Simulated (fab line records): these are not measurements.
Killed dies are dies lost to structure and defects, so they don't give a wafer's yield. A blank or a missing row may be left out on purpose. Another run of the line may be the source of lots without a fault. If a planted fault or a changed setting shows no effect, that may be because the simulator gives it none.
Comparing a struck lot with a sound one    flow sky130    24 out of 708 route steps
Sound: the wafers L927.2, L927.3, L927.4. Wafers L921.1, L921.2, L921.4 were the ones struck. The cause is given at the end.
For every step that has rows: the tool of each side, followed by ch and its chambers, followed by its first start. Under that, the readings that differ: sound wafers    struck wafers    difference of the means    sigmas: that difference in standard deviations of wafers without a fault.
alike: same words and numbers on both sides, and readings whose means sit less than 2 such deviations apart. not compared: any withheld reading, any reading some wafer has no value for, any bound like >300 that may hide the same value, and any number with overlapping values for which the record gives no deviation.
A row with sigmas, a row that says differs or no value, or rows on one side alone: a step with any of these is where the two part. When numbers do not overlap yet have no deviation, they are printed without sigmas and do not part them. A reading missing from all wafers of one side parts the sides only when that side holds two or more wafers.

SKY_VIA1_RS_MEAS_22: a four-point-probe measurement.
  sound: filmMetro-02 at day 39 11:18; struck: filmMetro-02 at day 37 20:19
  alike: VIA1_W_RS
SKY_VIA1_THK_MEAS_23: measures by xrf.
  sound: filmMetro-02 at day 39 11:25; struck: filmMetro-02 at day 37 20:26
  alike: VIA1_W_THK
then, 1 step without rows for these wafers: SKY_VIA1_CMP_24 (polishes, stops on SiO2, t overpolish 15 s, target thk 0 nm).
SKY_METAL2_SPUTTER_00: material Ti, target thk 15 nm, time 10 s.
  sound: pvdSputter-03 at day 39 11:53; struck: pvdSputter-01 at day 37 20:48
  alike: cathodeDcPowerW, throttleValvePct
SKY_METAL2_SPUTTER_01: material TiN, target thk 20 nm, time 16.7 s.
  sound: pvdSputter-03 at day 39 11:55; struck: pvdSputter-01 at day 37 20:49
  alike: cathodeDcPowerW, throttleValvePct
SKY_METAL2_SPUTTER_02: material AlCu, target thk 250 nm, time 13.3 s.
  sound: pvdSputter-03 at day 39 11:56; struck: pvdSputter-01 at day 37 20:51
  alike: cathodeDcPowerW, throttleValvePct
then, 2 steps without rows for these wafers: SKY_METAL2_SPUTTER_03 (material Ti, target thk 5 nm, time 3.3 s); SKY_METAL2_SPUTTER_04 (material TiN, target thk 70 nm, time 58.3 s).
SKY_METAL2_RS_MEAS_05: a four-point-probe measurement.
  sound: filmMetro-03 at day 39 12:03; struck: filmMetro-02 at day 37 20:56
reading                  sound                 struck                difference  sigmas
METAL2_ALCU_RS (ohm/sq)  0.1286 0.1264 0.1282  0.1251 0.1248 0.1244  -0.0030     -2
SKY_METAL2_THK_MEAS_06: measures by xrf.
  sound: filmMetro-03 at day 39 12:10; struck: filmMetro-02 at day 37 21:04
  alike: METAL2_ALCU_THK
then, 2 steps without rows for these wafers: SKY_METAL2_DEHYDRATE_07 (time 60 s); SKY_METAL2_HMDS_08 (prime time 60 s).
SKY_METAL2_COAT_09: resist thk 60 nm.
  sound on lithoTrack-02 ch 0, day 40 00:08; struck on lithoTrack-01 ch 0, day 38 09:43
  not compared: chillPlateTempC
then, 5 steps without rows for these wafers: SKY_METAL2_COAT_10 (resist thk 450 nm); SKY_METAL2_SOFTBAKE_11 (time 90 s); SKY_METAL2_EXPOSE_12 (exposes mask MM2, target cd 140 nm); SKY_METAL2_PEB_13; SKY_METAL2_DEVELOP_14 (develop time 60 s).
SKY_METAL2_CD_MEAS_15 targets a cd of 140 nm.
  sound: cdSem-02 at day 40 12:48; struck: cdSem-02 at day 38 22:28
  alike: cdNm
SKY_METAL2_OVL_MEAS_16:
  sound: overlay-02 at day 40 12:54; struck: overlay-02 at day 38 22:35
  alike: METAL2_OVL
SKY_METAL2_DESCUM_17: chemistry O2, time 8 s.
  sound on rieMetal-02 ch 0,1, day 40 12:56; struck on rieMetal-02 ch 0, day 38 22:38
  alike: drypumpMotorCurrentA, heBacksideLeakSccm, oesProductAu, rfFwdPowerW
  not compared: rfHoursCounterH
SKY_METAL2_ETCH_18: etches BARC in N2/H2, stops on SiO2, time 45.9 s, target depth 60 nm.
  sound on rieMetal-02 ch 0,1, day 40 12:58; struck on rieMetal-02 ch 0, day 38 22:41
reading                  sound              struck             difference  sigmas
oesProductAu (a.u.)      0.852 0.850 0.853  0.829 0.827 0.823  -0.025      -6
model.etch.depthNm (nm)  59.64 59.69 59.56  56.51 56.33 56.33  -3.24       
  alike: drypumpMotorCurrentA, heBacksideLeakSccm, rfFwdPowerW, throttleValvePct
  not compared: rfHoursCounterH
SKY_METAL2_METAL_ETCH_19: etches the open film in Cl2/BCl3, stops on SiO2, target depth 360 nm, time 78 s.
  sound on rieMetal-02 ch 0,1, day 40 13:02; struck on rieMetal-02 ch 0, day 38 22:49
  alike: drypumpMotorCurrentA, heBacksideLeakSccm, oesProductAu, rfFwdPowerW, throttleValvePct
  not compared: rfHoursCounterH
-- the record jumps here: 10 days lie between the struck wafers' starts before and after (it left off in module METAL2 and takes up again in module PAD_OPEN, whose first step shown is number 708 of the route) --
SKY_PAD_OPEN_PROBE_99:
  sound: prober-01 at day 49 22:27; struck: prober-01 at day 48 17:42
  alike: defectLimitedYield, killed_at_M0_to_M3, killed_at_M4_up, killedAtContacts, killedAtFrontEnd, killedAtOther, killedDies, killedOpen, killedShort, sort_bin_3_pad_short, sort_bin_5_function, sort_bin_6_memory, sortNPass, sortYieldPct

## WHERE THEY PART
Earliest at SKY_METAL2_RS_MEAS_05; latest, in this record, at SKY_METAL2_ETCH_18. Later steps at which nothing parts them and some readings are alike: SKY_METAL2_METAL_ETCH_19, SKY_PAD_OPEN_PROBE_99.

WHY: what the simulator had put in
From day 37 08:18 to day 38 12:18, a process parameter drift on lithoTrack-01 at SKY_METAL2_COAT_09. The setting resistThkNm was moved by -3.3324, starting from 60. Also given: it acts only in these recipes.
